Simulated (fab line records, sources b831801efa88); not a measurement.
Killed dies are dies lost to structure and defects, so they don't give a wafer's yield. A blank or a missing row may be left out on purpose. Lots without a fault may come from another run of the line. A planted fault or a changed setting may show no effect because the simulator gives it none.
Chamber matching | flow sky130 | SKY_CONTACT_CMP_27 on cmp-02: 4 sister chambers
The step polishes, stops on SiO2, t overpolish 15 s, target thk 0 nm. 4 wafers are shown with their chamber, then 7 later ones without.

WAFERS WITH THEIR CHAMBER
wafer  | chamber | motor_current_A (A)
L090.3 | 2       | 11.2
L090.5 | 3       | 9.3
L092.1 | 1       | 11.4
L092.3 | 0       | 12.3

WAFERS WITHOUT THEIR CHAMBER
wafer  | motor_current_A (A)
L092.5 | 11.0
L094.1 | 9.4
L094.4 | 12.2
L094.6 | 9.5
L096.1 | 11.2
L096.3 | 10.8
L096.4 | 8.9

WHICH CHAMBER EACH WENT THROUGH
wafer  | from the rows above     | in truth
L092.5 | can't be placed: 2 or 1 | 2
L094.1 | 3                       | 3
L094.4 | 0                       | 0
L094.6 | 3                       | 3
L096.1 | can't be placed: 2 or 1 | 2
L096.3 | can't be placed: 2 or 1 | 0
L096.4 | 3                       | 3
Placed correctly: 4 of 7. Can't be placed from these rows: 3 (the true chamber is among the candidates in 2). Placed wrongly: 0.
How it was worked out, from the rows above alone: a wafer's distance from a chamber is the root of the sum, over the readings, of the square of ((its reading less the chamber's mean) divided by the reading's scatter). The wafer belongs to the nearest chamber; if the next one is less than 2 further off, it can't be placed. A chamber's mean is the mean of its shown wafers. The scatter: with one shown wafer a chamber, the root of the mean of the squares of how far each hidden wafer lies from its nearest shown one.
